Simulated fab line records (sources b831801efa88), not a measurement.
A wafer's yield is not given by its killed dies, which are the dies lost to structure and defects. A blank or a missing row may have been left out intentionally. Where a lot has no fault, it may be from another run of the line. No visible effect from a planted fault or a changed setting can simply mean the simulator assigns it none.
Which of the tools did it? || flow gf180mcu || 6 lots, 18 wafers sampled, at 2 steps of a route of 602

WHAT EACH GAUGE READ, for each wafer
GF_PSD_RS_MEAS_14: a four-point-probe measurement.
{"lot": "L564", "measured": "day 15 04:49", "on": "filmMetro-03", "NSD_RS (ohm/sq)": "46.19 46.31 46.19"}
{"lot": "L567", "measured": "day 16 06:28", "on": "filmMetro-03", "NSD_RS (ohm/sq)": "46.24 46.32 46.13"}
{"lot": "L570", "measured": "day 17 08:36", "on": "filmMetro-03", "NSD_RS (ohm/sq)": "46.20 46.21 46.22"}
{"lot": "L572", "measured": "day 18 00:16", "on": "filmMetro-01", "NSD_RS (ohm/sq)": "41.85 41.98 42.02"}
{"lot": "L581", "measured": "day 21 10:34", "on": "filmMetro-01", "NSD_RS (ohm/sq)": "46.10 46.05 46.01"}
{"lot": "L583", "measured": "day 21 20:03", "on": "filmMetro-01", "NSD_RS (ohm/sq)": "45.90 45.93 45.86"}

TOOL THAT RAN EACH LOT (tool first, then ch and the chambers of the sampled wafers, then the start)
{"lot": "L564", "GF_PSD_RTA_13": "rtpAnneal-02 ch 0, day 15 04:44"}
{"lot": "L567", "GF_PSD_RTA_13": "rtpAnneal-02 ch 0, day 16 06:22"}
{"lot": "L570", "GF_PSD_RTA_13": "rtpAnneal-01 ch 0, day 17 08:31"}
{"lot": "L572", "GF_PSD_RTA_13": "rtpAnneal-02 ch 0, day 18 00:11"}
{"lot": "L581", "GF_PSD_RTA_13": "rtpAnneal-01 ch 0, day 21 10:29"}
{"lot": "L583", "GF_PSD_RTA_13": "rtpAnneal-01 ch 0, day 21 19:58"}
- GF_PSD_RTA_13: time 20 s.

THE ANSWER, worked out from the rows above alone
Rule: the usual values come from the lots themselves. Put in order of their means at a reading, lots are off if they are a third of the lots or fewer, leave a main group of 4 or more, and stand apart from it by a gap of 3 or more times the standard deviation of the main group's means; of several such gaps the widest counts. Not used: any main group whose means are identical at the precision the tables above print for the reading. A lot without any number at a reading at which 4 lots or more have one is off too. Any other lot the step has rows for is counted as sound.
Off: L572, at GF_PSD_RS_MEAS_14 (NSD_RS). The main group: mean 46.12 ohm/sq, standard deviation 0.13.
If a tool, at a process step before that reading, ran all the lots that are off and no sound lot after the first of them, it fits. Those tools and the gauges at GF_PSD_RS_MEAS_14 are tried in the same way. One candidate fits, namely rtpAnneal-02 at GF_PSD_RTA_13. A fault onset in the window from L567 (day 16 06:22, its last sound lot) to L572 (day 18 00:11, its first lot off) fits.

WHAT WAS PUT IN BY THE SIMULATOR
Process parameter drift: rtpAnneal-02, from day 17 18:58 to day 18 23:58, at GF_PSD_RTA_13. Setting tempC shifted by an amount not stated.
Lots struck among those shown: L572. The rule above reached the same finding.
